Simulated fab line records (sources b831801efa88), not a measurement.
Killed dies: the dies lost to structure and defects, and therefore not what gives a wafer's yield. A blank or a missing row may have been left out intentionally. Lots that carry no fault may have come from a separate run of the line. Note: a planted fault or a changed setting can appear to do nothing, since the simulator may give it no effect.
fab line records | flow sky130
record lots=24 wafers=72 lastDay=51
route steps=708 shown FIELD_ISO@17 CONTACT@433 VIA2@519 VIA3@576 METAL4@602
lots with no fault: from the same line, run without faults
startH: start of the lot's first displayed wafer, in hours after the record's first day | waitH: hours from the lot's prior step to this one | " the same as in the row above | L1.1+2: a single row standing in for several wafers | - no value, or no start was given | * or withheld: withheld | < > ~ a bound
route shown NAME@n: NAME is a module with steps in the file, n the number in the route of the first one | usual: the fault-free wafers' mean and standard deviation | same: alike in all rows | chamber/n: place in a boat | sites: each site's reading | _std_site: their standard deviation | _edge_site: outer sites' mean less inner sites' | radiusMm: how far each site lies from the wafer's centre | mask NAME#n: copy n | behind: the most recent tool/chamber to have shaped the wafer | hold: reason for holding the lot/hours on hold/outcome of the hold | device: transistor that didn't switch, given as n, p or np | end of line: at the end of the route, the tests of the same wafers | for a step that has no rows: nothing shown but its recipe | killed: dies that structure and defects cost at the first sort, which is not the same as the wafer's yield | map: a wafer's dies, marking killed ones x, the rest . and places with no die _
set.NAME: the setting that was run; set.NAME@STEP: the one run at that earlier step | model.NAME: the simulator's own value behind a step, which no gauge read
one table for each step of the route and one row for each wafer, over a sample of lots
services: the hour from which a tool's chamber was out of use, counted from the record's first day as startH (under 0 if before that day), plus the number of hours and why
## steps
# step SKY_FIELD_ISO_STRIP_16
# recipe chemistry=O2/N2 powerW=1400 pressureMtorr=1500 platenTempC=withheld o2FlowSccm=3000 n2FlowSccm=300 overashFraction=0.5
# usual chamberPressureMTorr=1499.9/1.3 drypumpMotorCurrentA=5.5/0.33 oesProductAu=0.378/0.005 stripTimeToEndpointS=3.55/0.042
# columns lot.wafer tool chamber startH waitH chamberPressureMTorr drypumpMotorCurrentA oesProductAu rfHoursCounterH stripTimeToEndpointS
L074.1 plasmaAsher-01 1 30.86 0.0 1500.8 5.3 0.381 34 3.59
L074.2 " 0 " " 1500.5 5.1 0.384 34 3.60
L074.6 " 0 " " 1501.2 5.1 0.382 - 3.59
L075.1 plasmaAsher-04 0 35.11 0.0 1500.5 5.9 0.375 32 3.63
L075.3 " 1 " " 1499.6 5.9 0.381 - 3.56
L075.6 " 0 " " 1499.1 5.9 0.374 - 3.59
L076.2 plasmaAsher-04 0 40.46 0.0 1500.1 5.9 0.377 33 3.47
L076.3 " 1 " " 1498.6 5.9 0.378 - 3.55
L076.6 " 0 " " 1500.4 5.9 0.376 - 3.55
L077.3 plasmaAsher-04 0 47.49 0.1 1497.9 5.9 0.388 - 3.57
L077.5 " 1 " " 1499.4 5.9 0.373 - 3.50
L077.6 " 0 " " 1498.6 5.9 0.372 - 3.57
L078.1 plasmaAsher-03 0 55.34 0.0 1501.3 5.3 0.376 25 3.53
L078.2 " 1 " " 1500.4 5.3 0.371 25 3.49
L078.6 " 1 " " 1500.3 5.3 0.367 - 3.51
L079.1 plasmaAsher-01 0 58.96 0.0 1499.6 5.1 0.377 37 3.60
L079.4 " 1 " " 1498.9 5.3 0.381 - 3.59
L079.6 " 1 " " 1502.2 5.3 0.381 - 3.57
L080.1 plasmaAsher-04 1 61.34 0.0 1501.0 5.8 0.372 34 3.55
L080.3 " 1 " " 1497.7 5.9 0.381 - 3.61
L080.5 " 1 " " 1498.8 5.9 0.381 - 3.64
L081.1 plasmaAsher-03 1 67.89 0.0 1499.7 5.3 0.384 26 3.55
L081.4 " 1 " " 1497.0 5.3 0.385 - 3.55
L081.5 " 1 " " 1498.3 5.2 0.387 - 3.56
L082.1 plasmaAsher-04 0 72.41 0.0 1497.0 5.9 0.377 35 3.59
L082.2 " 1 " " 1497.5 5.9 0.379 35 3.56
L082.5 " 0 " " 1498.8 5.9 0.372 - 3.58
L083.1 plasmaAsher-04 1 78.59 0.0 1499.3 5.8 0.382 36 3.57
L083.3 " 1 " " 1499.5 5.8 0.376 - 3.56
L083.5 " 1 " " 1501.7 5.8 0.380 - 3.60
L084.1 plasmaAsher-04 0 84.81 0.0 1499.6 5.9 0.374 37 3.52
L084.4 " 1 " " 1499.8 5.8 0.379 - 3.54
L084.6 " 0 " " 1498.4 5.9 0.381 - 3.53
L085.3 plasmaAsher-01 0 90.84 0.1 1502.0 5.1 0.378 - 3.60
L085.4 " 1 " " 1501.1 5.3 0.380 - 3.62
L085.6 " 0 " " 1499.1 5.1 0.383 - 3.61
L086.4 plasmaAsher-04 0 94.72 0.1 1500.9 5.9 0.381 - 3.50
L086.5 " 1 " " 1500.8 5.8 0.383 - 3.49
L086.6 " 0 " " 1499.8 5.9 0.375 - 3.55
L087.2 plasmaAsher-01 0 98.86 0.0 1500.5 5.1 0.374 41 3.57
L087.5 " 1 " " 1501.1 5.3 0.380 - 3.59
L087.6 " 0 " " 1498.5 5.1 0.374 - 3.51
L088.1 plasmaAsher-03 1 103.31 0.0 1498.3 5.3 0.380 30 3.48
L088.2 " 0 " " 1499.9 5.3 0.375 30 3.55
L088.3 " 1 " " 1501.5 5.3 0.377 - 3.57
L089.3 plasmaAsher-04 0 108.79 0.1 1501.3 5.9 0.375 - 3.55
L089.4 " 1 " " 1500.4 5.9 0.378 - 3.57
L089.6 " 0 " " 1500.7 5.9 0.383 - 3.57
L090.2 plasmaAsher-04 0 113.49 0.0 1498.9 5.9 0.376 39 3.51
L090.3 " 0 " " 1500.2 5.9 0.381 - 3.58
L090.5 " 1 " " 1500.0 5.8 0.373 - 3.58
L091.1 plasmaAsher-03 1 119.34 0.0 1499.4 5.3 0.376 32 3.54
L091.4 " 1 " " 1500.1 5.3 0.375 - 3.43
L091.5 " 1 " " 1500.7 5.3 0.371 - 3.47
L092.2 plasmaAsher-01 1 125.29 0.0 1498.8 5.3 0.378 0 3.54
L092.5 " 0 " " 1500.7 5.1 0.365 - 3.49
L092.6 " 1 " " 1500.6 5.3 0.370 - 3.54
L093.1 plasmaAsher-01 0 130.86 0.0 1498.5 5.1 0.380 1 3.55
L093.2 " 1 " " 1502.7 5.3 0.373 1 3.53
L093.4 " 1 " " 1499.3 5.3 0.376 - 3.56
L094.2 plasmaAsher-04 0 134.79 0.0 1501.3 5.9 0.375 42 3.47
L094.3 " 1 " " 1501.1 5.9 0.375 - 3.50
L094.6 " 0 " " 1499.2 5.9 0.376 - 3.48
L095.3 plasmaAsher-01 1 139.97 0.1 1501.4 5.3 0.379 - 3.51
L095.4 " 0 " " 1501.6 5.1 0.372 - 3.51
L095.5 " 1 " " 1499.6 5.3 0.379 - 3.48
L096.1 plasmaAsher-01 0 145.26 0.0 1501.3 5.1 0.377 2 3.61
L096.2 " 1 " " 1501.2 5.3 0.382 2 3.61
L096.4 " 0 " " 1499.1 5.1 0.378 - 3.57
L097.4 plasmaAsher-01 1 150.14 0.1 1500.3 5.3 0.381 - 3.48
L097.5 " 0 " " 1500.8 5.1 0.371 - 3.53
L097.6 " 1 " " 1502.1 5.3 0.383 - 3.53
# step SKY_CONTACT_CMP_27
# recipe stopOn=SiO2 tOverpolishS=15 downForcePsi=3.5 platenRpm=60 targetThkNm=0 padVelocityMS=0.94248
# usual motorCurrentA=10.8/0.62 overpolishRunS=15.000/0.0095 platenRpm=60.00/0.037 timeToEndpointS=82/3.3
# columns lot.wafer tool chamber startH waitH motorCurrentA overpolishRunS platenRpm timeToEndpointS
L074.2 cmp-02 1 753.67 0.0 10.5 15.015 60.03 80
L074.1 " 2 " " 12.6 14.992 60.02 80
L074.6 " 2 " " 11.1 15.025 60.00 78
L075.1 cmp-01 3 762.32 0.1 11.9 14.996 59.96 80
L075.3 " 1 " " 10.7 15.013 60.02 82
L075.6 " 0 " " 9.7 15.003 59.96 83
L076.2 cmp-02 1 769.77 0.1 10.6 15.008 60.04 80
L076.3 " 2 " " 10.6 14.993 60.05 81
L076.6 " 0 " " 10.7 15.001 60.01 82
L077.3 cmp-02 2 776.10 0.1 11.9 15.005 60.01 78
L077.5 " 0 " " 11.6 15.008 60.00 81
L077.6 " 1 " " 10.9 15.010 59.98 77
L078.1 cmp-01 1 795.41 0.1 10.3 15.004 60.03 84
L078.2 " 3 " " 11.6 15.006 60.03 83
L078.6 " 2 " " 10.1 14.985 60.01 81
L079.1 cmp-01 3 801.36 0.1 11.3 14.994 59.98 82
L079.4 " 0 " " 9.9 14.997 60.02 84
L079.6 " 3 " " 11.1 15.006 59.93 77
L080.1 cmp-01 2 809.62 0.1 10.9 15.005 59.98 79
L080.3 " 3 " " 10.8 14.991 59.95 78
L080.5 " 0 " " 10.2 14.989 59.97 83
L081.1 cmp-01 1 811.36 0.1 10.7 14.977 59.97 85
L081.4 " 3 " " 11.2 15.007 60.00 82
L081.5 " 1 " " 10.8 15.009 59.97 83
L082.1 cmp-02 2 827.08 0.1 11.2 14.984 59.95 85
L082.2 " 3 " " 11.2 14.995 60.04 82
L082.5 " 1 " " 10.9 14.989 60.05 79
L083.1 cmp-01 3 829.06 0.1 11.4 14.996 60.05 79
L083.3 " 2 " " 10.8 14.992 60.05 78
L083.5 " 3 " " 11.1 14.994 59.98 77
L084.4 cmp-01 2 831.06 0.1 10.6 14.997 59.98 84
L084.1 " 3 " " 11.4 14.976 60.01 79
L084.6 " 0 " " 9.7 15.003 60.02 84
L085.4 cmp-02 0 837.19 0.3 10.8 14.993 59.94 80
L085.3 " 1 " " 11.0 15.010 60.01 78
L085.6 " 3 " " 10.6 14.997 59.99 79
L086.4 cmp-02 1 851.41 0.1 11.3 15.017 60.01 82
L086.6 " 3 " " 11.3 15.003 60.06 85
L086.5 " 0 " " 10.7 14.986 60.00 82
L088.2 cmp-02 3 857.41 0.4 11.6 15.015 59.98 84
L088.3 " 0 " " 11.4 15.003 59.99 83
L088.1 " 2 " " 11.1 14.992 59.98 84
L087.2 cmp-02 3 858.80 0.7 10.5 14.998 60.07 79
L087.6 " 1 " " 11.1 14.996 60.05 80
L087.5 " 2 " " 11.7 14.999 60.02 83
L089.4 cmp-02 1 859.49 0.1 11.4 15.003 59.91 80
L089.3 " 2 " " 12.5 14.989 59.99 82
L089.6 " 3 " " 11.5 14.987 60.02 82
L090.2 cmp-01 2 871.33 0.0 10.2 14.991 60.06 85
L090.3 " 1 " " 10.6 15.006 59.98 86
L090.5 " 3 " " 11.1 14.995 59.98 82
L091.4 cmp-02 1 875.52 0.0 11.3 14.992 59.90 85
L091.1 " 2 " " 11.8 14.994 60.01 82
L091.5 " 2 " " 11.1 14.986 60.03 82
L092.2 cmp-02 1 883.55 0.2 11.4 14.995 59.93 83
L092.5 " 2 " " 11.3 15.006 60.01 81
L092.6 " 3 " " 11.3 14.996 60.04 85
L093.1 cmp-01 2 888.88 0.1 10.7 14.999 59.97 86
L093.4 " 3 " " 11.1 15.012 59.99 83
L093.2 " 0 " " 9.4 15.020 60.02 88
L094.2 cmp-01 1 894.80 0.1 10.4 15.003 59.97 88
L094.3 " 2 " " 11.0 15.004 59.98 82
L094.6 " 0 " " 9.7 14.985 60.02 86
L095.3 cmp-01 1 900.63 0.1 10.3 15.006 59.99 90
L095.4 " 2 " " 10.8 14.998 59.99 87
L095.5 " 3 " " 11.4 15.017 60.04 84
L096.1 cmp-02 1 909.27 0.1 11.0 14.988 59.98 76
L096.4 " 3 " " 11.1 14.990 60.00 75
L096.2 " 0 " " 10.6 15.005 60.01 76
L097.4 cmp-02 3 919.31 0.1 11.2 14.991 59.98 81
L097.5 " 1 " " 10.4 14.999 60.04 80
L097.6 " 2 " " 11.8 15.007 60.06 77
# step SKY_VIA2_CD_MEAS_12
# recipe targetCdNm=200
# usual cdNm=199.7/1.3
# columns lot.wafer tool chamber startH waitH cdNm
L074.1 cdSem-02 - 866.27 - 200.1
L074.2 " - " " 199.2
L074.6 " - " " 197.9
L075.1 cdSem-01 - 879.14 - 199.9
L075.3 " - " " 201.2
L075.6 " - " " 199.0
L076.2 cdSem-01 - 883.71 - 200.1
L076.3 " - " " 199.6
L076.6 " - " " 200.2
L077.3 cdSem-02 - 889.23 - 200.2
L077.5 " - " " 199.5
L077.6 " - " " 198.4
L078.1 cdSem-01 - 909.74 - 198.9
L078.2 " - " " 197.7
L078.6 " - " " 200.6
L079.1 cdSem-02 - 914.19 - 199.1
L079.4 " - " " 200.1
L079.6 " - " " 199.7
L080.1 cdSem-02 - 919.97 - 200.7
L080.3 " - " " 200.0
L080.5 " - " " 201.4
L081.1 cdSem-01 - 923.27 - 197.8
L081.4 " - " " 198.3
L081.5 " - " " 200.1
L082.1 cdSem-01 - 937.92 - 201.4
L082.2 " - " " 201.2
L082.5 " - " " 201.2
L083.1 cdSem-01 - 940.34 - 200.7
L083.3 " - " " 200.3
L083.5 " - " " 198.4
L084.1 cdSem-01 - 942.57 - 199.6
L084.4 " - " " 199.6
L084.6 " - " " 198.8
L085.3 cdSem-01 - 946.48 - 198.8
L085.4 " - " " 198.6
L085.6 " - " " 201.2
L086.4 cdSem-01 - 959.45 - 197.9
L086.5 " - " " 197.6
L086.6 " - " " 198.9
L088.1 cdSem-02 - 966.94 - 199.4
L088.2 " - " " 200.5
L088.3 " - " " 200.1
L087.2 cdSem-02 - 969.01 - 199.1
L087.5 " - " " 198.7
L087.6 " - " " 197.9
L089.3 cdSem-02 - 969.38 - 200.3
L089.4 " - " " 202.8
L089.6 " - " " 201.5
L090.2 cdSem-02 - 978.46 - 202.8
L090.3 " - " " 202.3
L090.5 " - " " 201.3
L091.1 cdSem-01 - 982.57 - 198.6
L091.4 " - " " 199.4
L091.5 " - " " 197.3
L092.2 cdSem-01 - 989.41 - 199.2
L092.5 " - " " 200.6
L092.6 " - " " 200.3
L093.1 cdSem-02 - 996.57 - 200.7
L093.2 " - " " 200.5
L093.4 " - " " 200.1
L094.2 cdSem-02 - 999.64 - 201.8
L094.3 " - " " 200.6
L094.6 " - " " 200.7
L095.3 cdSem-02 - 1006.38 - 196.9
L095.4 " - " " 199.5
L095.5 " - " " 198.4
L096.1 cdSem-02 - 1015.02 - 200.7
L096.2 " - " " 202.0
L096.4 " - " " 200.6
L097.4 cdSem-02 - 1024.28 - 197.9
L097.5 " - " " 196.8
L097.6 " - " " 200.3
# step SKY_VIA3_BOW_MEAS_03
# recipe mode=bow
# usual VIA3_BOW=80/7.7
# columns lot.wafer tool chamber startH waitH VIA3_BOW[um]
L074.1 filmMetro-02 - 923.03 0.2 75
L074.2 " - " " 78
L074.6 " - " " 86
L075.1 filmMetro-03 - 934.95 0.1 93
L075.3 " - " " 89
L075.6 " - " " 79
L076.2 filmMetro-04 - 939.19 0.1 83
L076.3 " - " " 83
L076.6 " - " " 92
L077.3 filmMetro-03 - 944.86 0.3 83
L077.5 " - " " 85
L077.6 " - " " 88
L078.1 filmMetro-02 - 964.36 0.1 79
L078.2 " - " " 79
L078.6 " - " " 84
L079.1 filmMetro-03 - 969.80 0.2 75
L079.4 " - " " 74
L079.6 " - " " 73
L080.1 filmMetro-02 - 974.56 0.1 73
L080.3 " - " " 67
L080.5 " - " " 68
L081.1 filmMetro-04 - 977.10 0.2 83
L081.4 " - " " 71
L081.5 " - " " 77
L082.1 filmMetro-04 - 992.47 0.1 89
L082.2 " - " " 83
L082.5 " - " " 78
L083.1 filmMetro-04 - 994.42 0.1 75
L083.3 " - " " 84
L083.5 " - " " 69
L084.1 filmMetro-04 - 996.44 0.1 88
L084.4 " - " " 82
L084.6 " - " " 81
L085.3 filmMetro-04 - 1000.07 0.1 87
L085.4 " - " " 93
L085.6 " - " " 78
L086.4 filmMetro-03 - 1012.45 0.3 89
L086.5 " - " " 79
L086.6 " - " " 97
L088.1 filmMetro-04 - 1020.31 0.2 85
L088.2 " - " " 81
L088.3 " - " " 72
L087.2 filmMetro-02 - 1021.96 0.2 76
L087.5 " - " " 83
L087.6 " - " " 77
L089.3 filmMetro-02 - 1022.86 0.3 67
L089.4 " - " " 72
L089.6 " - " " 70
L090.2 filmMetro-04 - 1029.62 0.2 90
L090.3 " - " " 70
L090.5 " - " " 88
L091.1 filmMetro-04 - 1033.78 0.1 90
L091.4 " - " " 91
L091.5 " - " " 81
L092.2 filmMetro-04 - 1042.28 0.2 84
L092.5 " - " " 79
L092.6 " - " " 84
L093.1 filmMetro-03 - 1048.34 0.2 72
L093.2 " - " " 67
L093.4 " - " " 87
L094.2 filmMetro-04 - 1051.60 0.3 89
L094.3 " - " " 68
L094.6 " - " " 77
L095.3 filmMetro-03 - 1056.64 0.1 77
L095.4 " - " " 81
L095.5 " - " " 80
L096.1 filmMetro-03 - 1065.91 0.2 81
L096.2 " - " " 82
L096.4 " - " " 72
L097.4 filmMetro-02 - 1075.53 0.2 75
L097.5 " - " " 73
L097.6 " - " " 88
# step SKY_VIA3_CVD_21
# recipe material=W targetThkNm=390 timeS=117.31 tempC=400 pressureTorr=40
# usual chamberPressureTorr=40.00/0.086 heaterPowerW=832/99
# columns lot.wafer tool chamber startH waitH chamberPressureTorr heaterPowerW
L074.1 cvdW-02 0 948.90 0.0 39.91 774
L074.2 " 1 " " 40.03 850
L074.6 " 0 " " 40.09 789
L075.1 cvdW-01 0 960.65 0.0 40.01 944
L075.3 " 1 " " 40.03 690
L075.6 " 1 " " 40.09 665
L076.2 cvdW-02 0 964.90 0.0 40.02 782
L076.3 " 0 " " 39.96 771
L076.6 " 0 " " 39.93 795
L077.3 cvdW-01 0 970.94 0.1 39.99 923
L077.5 " 0 " " 39.98 951
L077.6 " 1 " " 40.10 691
L078.1 cvdW-01 0 989.91 0.0 40.13 942
L078.2 " 0 " " 40.05 931
L078.6 " 0 " " 40.11 961
L079.1 cvdW-01 0 994.89 0.0 39.99 955
L079.4 " 0 " " 39.87 940
L079.6 " 0 " " 39.97 944
L080.1 cvdW-02 1 1000.18 0.0 40.02 863
L080.3 " 0 " " 39.99 799
L080.5 " 1 " " 39.89 875
L081.1 cvdW-02 1 1001.79 0.0 39.97 864
L081.4 " 0 " " 40.01 782
L081.5 " 0 " " 40.00 801
L082.1 cvdW-02 0 1017.18 0.0 39.95 782
L082.2 " 1 " " 39.99 850
L082.5 " 0 " " 39.84 788
L083.1 cvdW-02 0 1019.10 0.0 40.01 794
L083.3 " 0 " " 39.93 795
L083.5 " 1 " " 39.95 857
L084.1 cvdW-01 1 1022.20 0.0 40.07 689
L084.4 " 0 " " 40.05 944
L084.6 " 1 " " 39.98 673
L085.3 cvdW-01 1 1025.42 0.1 40.12 698
L085.4 " 0 " " 40.03 964
L085.6 " 0 " " 39.92 993
L086.4 cvdW-02 1 1037.15 0.1 39.94 872
L086.5 " 0 " " 39.99 789
L086.6 " 1 " " 39.91 854
L088.1 cvdW-01 1 1045.03 0.0 40.22 688
L088.2 " 0 " " 39.86 918
L088.3 " 1 " " 39.98 685
L087.2 cvdW-02 0 1046.32 0.0 40.06 773
L087.5 " 1 " " 39.93 848
L087.6 " 0 " " 39.97 795
L089.3 cvdW-01 1 1047.72 0.1 39.98 687
L089.4 " 0 " " 39.94 948
L089.6 " 1 " " 40.01 685
L090.2 cvdW-02 0 1054.58 0.0 39.86 786
L090.3 " 0 " " 39.98 801
L090.5 " 0 " " 39.91 766
L091.1 cvdW-02 1 1057.46 0.0 40.03 861
L091.4 " 0 " " 39.91 801
L091.5 " 0 " " 39.93 794
L092.2 cvdW-02 1 1066.51 0.0 39.98 856
L092.5 " 0 " " 39.99 793
L092.6 " 1 " " 39.91 864
L093.1 cvdW-01 1 1072.44 0.0 40.03 685
L093.2 " 0 " " 39.97 954
L093.4 " 0 " " 40.11 939
L094.2 cvdW-01 0 1074.67 0.0 39.94 940
L094.3 " 1 " " 40.09 704
L094.6 " 1 " " 40.17 699
L095.3 cvdW-01 0 1079.18 0.1 39.89 951
L095.4 " 1 " " 39.85 691
L095.5 " 0 " " 40.16 964
L096.1 cvdW-01 0 1088.83 0.0 40.12 963
L096.2 " 1 " " 40.09 673
L096.4 " 0 " " 40.00 961
L097.4 cvdW-01 0 1098.33 0.1 40.12 944
L097.5 " 0 " " 40.10 947
L097.6 " 1 " " 39.78 699
# step SKY_METAL4_SPUTTER_04
# recipe material=TiN targetThkNm=70 powerW=6500 timeS=58.3 chamberPressurePa=0.4
# usual throttleValvePct=30.1/1.5
# columns lot.wafer tool chamber startH waitH throttleValvePct
L074.1 pvdSputter-04 - 949.61 0.0 30.4
L074.2 " - " " 29.4
L074.6 " - " " 30.4
L075.1 pvdSputter-04 - 961.36 0.0 29.6
L075.3 " - " " 30.6
L075.6 " - " " 32.2
L076.2 pvdSputter-04 - 965.61 0.0 29.6
L076.3 " - " " 31.6
L076.6 " - " " 29.7
L077.3 pvdSputter-04 - 971.73 0.0 31.5
L077.5 " - " " 32.6
L077.6 " - " " 31.5
L078.1 pvdSputter-04 - 990.74 0.0 32.5
L078.2 " - " " 29.7
L078.6 " - " " 32.5
L079.1 pvdSputter-03 - 995.72 0.0 28.2
L079.4 " - " " 30.4
L079.6 " - " " 28.6
L080.1 pvdSputter-04 - 1000.89 0.0 32.3
L080.3 " - " " 30.5
L080.5 " - " " 32.6
L081.1 pvdSputter-04 - 1002.50 0.0 30.3
L081.4 " - " " 29.7
L081.5 " - " " 31.4
L082.1 pvdSputter-03 - 1017.89 0.0 28.2
L082.2 " - " " 28.7
L082.5 " - " " 28.2
L083.1 pvdSputter-04 - 1019.81 0.0 30.3
L083.3 " - " " 29.5
L083.5 " - " " 30.6
L084.1 pvdSputter-04 - 1022.91 0.0 32.9
L084.4 " - " " 29.3
L084.6 " - " " 32.7
L085.3 pvdSputter-01 - 1026.47 0.0 27.9
L085.4 " - " " 30.1
L085.6 " - " " 30.4
L086.4 pvdSputter-03 - 1037.81 0.0 29.0
L086.5 " - " " 29.2
L086.6 " - " " 28.0
L088.1 pvdSputter-03 - 1045.73 0.0 28.7
L088.2 " - " " 28.4
L088.3 " - " " 30.6
L087.2 pvdSputter-01 - 1047.03 0.0 30.1
L087.5 " - " " 28.3
L087.6 " - " " 30.2
L089.3 pvdSputter-03 - 1048.39 0.0 28.4
L089.4 " - " " 28.7
L089.6 " - " " 28.2
L090.2 pvdSputter-04 - 1055.29 0.0 29.4
L090.3 " - " " 30.4
L090.5 " - " " 32.5
L091.1 pvdSputter-01 - 1058.17 0.0 27.8
L091.4 " - " " 30.3
L091.5 " - " " 30.1
L092.2 pvdSputter-01 - 1067.21 0.0 27.8
L092.5 " - " " 30.4
L092.6 " - " " 28.1
L093.1 pvdSputter-04 - 1073.29 0.0 30.6
L093.2 " - " " 31.8
L093.4 " - " " 32.4
L094.2 pvdSputter-03 - 1075.38 0.0 28.7
L094.3 " - " " 28.1
L094.6 " - " " 28.2
L095.3 pvdSputter-03 - 1079.84 0.0 29.2
L095.4 " - " " 27.9
L095.5 " - " " 28.9
L096.1 pvdSputter-04 - 1089.53 0.0 31.4
L096.2 " - " " 30.5
L096.4 " - " " 29.6
L097.4 pvdSputter-04 - 1099.00 0.0 32.6
L097.5 " - " " 31.7
L097.6 " - " " 30.4
## services
# columns tool chamber startH hours kind
cvdW-01 1 36.66 2.1 repair
cvdW-01 0 36.84 1.8 repair
cmp-02 - 64.00 4.0 pm
cmp-02 - 72.45 1.2 repair
cmp-02 - 77.62 1.6 repair
cmp-02 - 161.75 3.5 pm
cmp-02 - 181.19 0.9 repair
cmp-02 - 190.71 0.3 repair
cmp-02 - 233.66 2.2 repair
cmp-02 - 286.03 0.5 repair
cmp-02 - 289.46 5.8 pm
cvdW-01 0 337.63 5.6 repair
cmp-02 - 359.96 0.5 repair
cmp-02 - 372.69 2.0 repair
cvdW-01 - 390.00 14.0 pm
pvdSputter-04 - 396.80 5.6 repair
cmp-02 - 404.00 4.0 pm
cmp-02 - 409.36 3.1 repair
cmp-02 - 433.47 3.2 repair
cmp-02 - 435.73 6.9 repair
cmp-02 - 455.58 9.3 repair
cmp-02 - 511.25 0.5 repair
cmp-02 - 522.94 2.1 repair
cmp-02 - 559.94 1.9 repair
## key
fault none
